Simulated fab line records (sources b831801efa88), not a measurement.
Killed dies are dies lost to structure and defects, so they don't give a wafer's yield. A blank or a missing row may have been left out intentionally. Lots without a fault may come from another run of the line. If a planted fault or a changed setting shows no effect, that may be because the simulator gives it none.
8D (eight disciplines) problem report, filled in by code + flow sky130 + the parts of the form that need people (team, actions taken, sign-off) are left out

1. THE PROBLEM
Mean of killed at other at SKY_PAD_OPEN_PROBE_99: 34.8 across 6 wafers in 2 lots; on wafers with no fault it is 0.3 (standard deviation 0.48). That puts it +72 standard deviations away from the usual mean.
The first sign was on wafer L121.4 at day 47 22:56, on prober-02. The record has a number at this step for 36 wafers belonging to 12 lots. The rule behind "out" and "out of limits": a value lying over 4 standard deviations away from the usual mean. All remaining wafers that have a number are taken as sound.

2. WHAT IT IS AND WHAT IT IS NOT
| question                    | is                     | is not                                                                                                 |
|-----------------------------|------------------------|--------------------------------------------------------------------------------------------------------|
| which readings at this step | killed at other        | killed_at_M4_up, killed at contacts, killed at front end, killed open, killed short, sort_bin_6_memory |
| which lots                  | L121, L124             | L111, L112, L113, L116, L117, L118, L127, L129, L131, L134                                             |
| which wafers of those lots  | all that have a number | -                                                                                                      |
| read on which tools         | prober-01, prober-02   | -                                                                                                      |
| when                        | from day 47 22:56      | up to then (18 sound wafers); but 12 sound wafers of L127, L129, L131, L134 came after                 |

3. THE SUSPECTS, EACH WITH WHAT RULES IT OUT
Counting: a tool at any process step up to the reading remains a suspect when it ran all the lots that are out and ran no sound lot after the first of those.
- pecvd-04 at SKY_CAPM_CVD_00 (deposits SiO2, target thk 15.5 nm): kept. It processed each lot that is out, first L121 at day 39 03:40, and no sound lot thereafter; up to then, the last sound lot it processed was L117 at day 37 18:52.
- pvd sputter-02 at SKY_METAL5_SPUTTER_01 (material TiN, target thk 20 nm, time 16.7 s): ruled out as a lasting fault. Sound lots L127, L131 ran on it after its first lot that is out, L121 (day 45 06:37).
After counting, what remains is pecvd-04 at SKY_CAPM_CVD_00.

4. THE CAUSE (what the simulator had put in)
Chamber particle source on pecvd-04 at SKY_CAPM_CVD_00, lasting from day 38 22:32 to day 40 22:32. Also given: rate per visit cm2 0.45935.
After counting, this tool was the only one left.

5. THE EFFECT CHAIN, in route order
Rows list readings where the struck wafers' mean (over those with a number) sits beyond 3 standard deviations from the usual. Readings are gone through only where the record gives a usual standard deviation; hours: the median, over the lots, of the time from a lot's start at the first step in this table giving one to that lot's start at this step; sigmas: the change measured in usual standard deviations.
| hours | step                  | reading             | usual  | on struck wafers | change | sigmas |
|-------|-----------------------|---------------------|--------|------------------|--------|--------|
| 0     | SKY_PAD_OPEN_PROBE_99 | killed at other     | 0.3    | 34.8             | +34.5  | +72    |
| 0     | SKY_PAD_OPEN_PROBE_99 | sort_bin_5_function | 10.4 % | 14.9             | +4.5   | +3.0   |
Its process steps:
- SKY_PAD_OPEN_PROBE_99

6. HOW IT WOULD HAVE BEEN CAUGHT EARLIER
In this record the first reading out of limits was taken at day 47 22:56, 216 hours after the fault began at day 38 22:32.
No tool reading at SKY_CAPM_CVD_00 that has a usual standard deviation in the record was out on any struck wafer, so an alarm limit of 4 standard deviations on those readings would not have fired.
The start of SKY_CAPM_CVD_00 on pecvd-04 came by day 47 22:56 for every one of the lots that are out (2). None of them would have been spared by holding the tool at that moment.
